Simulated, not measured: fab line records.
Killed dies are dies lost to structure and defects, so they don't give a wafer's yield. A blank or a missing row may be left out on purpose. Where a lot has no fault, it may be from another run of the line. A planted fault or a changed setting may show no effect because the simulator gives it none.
Chamber matching    flow gf180mcu    GF_STI_ETCH_14 on rie si-02 has 4 sister chambers
The step etches Si in HBr/Cl2/O2, target depth 360 nm, time 102.9 s. 16 wafers are shown with their chamber, then 8 later ones without.

## WAFERS PAIRED WITH THEIR CHAMBERS
wafer   chamber  drypump motor current A (A)  oes product au (a.u.)  throttle valve pct (%)
L242.1  0        5.4                          1.020                  25.649
L242.4  2        5.2                          1.000                  25.656
L242.5  2        5.2                          1.002                  25.671
L243.3  2        5.2                          0.991                  25.661
L243.5  1        6.2                          0.990                  25.662
L243.6  0        5.3                          1.015                  25.660
L244.3  2        5.2                          1.004                  25.649
L244.4  0        5.3                          1.030                  25.634
L244.6  2        5.2                          1.013                  25.648
L247.1  3        5.8                          1.038                  25.630
L247.2  2        5.2                          1.011                  25.657
L247.3  0        5.3                          1.024                  25.629
L248.1  1        6.2                          0.990                  25.655
L248.4  3        5.8                          1.030                  25.631
L248.6  0        5.3                          1.021                  25.658
L259.1  2        5.2                          1.007                  25.637

SIGNATURES (means of the wafers above)
reading                  chamber 0  chamber 1  chamber 2  chamber 3  scatter within a chamber
drypump motor current A  5.320      6.200      5.200      5.800      0.0258
oes product au           1.02200    0.99000    1.00400    1.03400    0.00634
throttle valve pct       25.64600   25.65850   25.65414   25.63050   0.0112
Rule: distance of a wafer from a chamber = root of the sum over the readings of ((wafer's reading minus chamber's mean) / reading's scatter) squared. The wafer belongs to the nearest chamber; if the next one is less than 2 further off, it can't be placed. The scatter: the root of (the sum of the squares of (reading less its chamber's mean) over the shown wafers, divided by (wafers less chambers)).

## WAFERS WITH NO CHAMBER GIVEN
wafer   drypump motor current A (A)  oes product au (a.u.)  throttle valve pct (%)
L259.3  6.1                          0.998                  25.645
L259.4  5.8                          1.015                  25.650
L260.1  5.8                          1.014                  25.640
L260.3  5.3                          1.016                  25.647
L260.6  5.3                          1.017                  25.648
L263.1  5.2                          1.007                  25.659
L263.2  5.8                          1.004                  25.649
L263.4  5.3                          1.009                  25.644

## WHICH CHAMBER EACH WENT THROUGH
wafer   from the rows above      in truth
L259.3  1                        1
L259.4  3                        3
L260.1  3                        3
L260.3  0                        0
L260.6  0                        0
L263.1  2                        2
L263.2  3                        3
L263.4  can't be placed: 0 or 2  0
Correct placement for 7 of the 8. Can't be placed from these rows: 1 (the true chamber is among the candidates in 1). Number placed wrongly: 0.
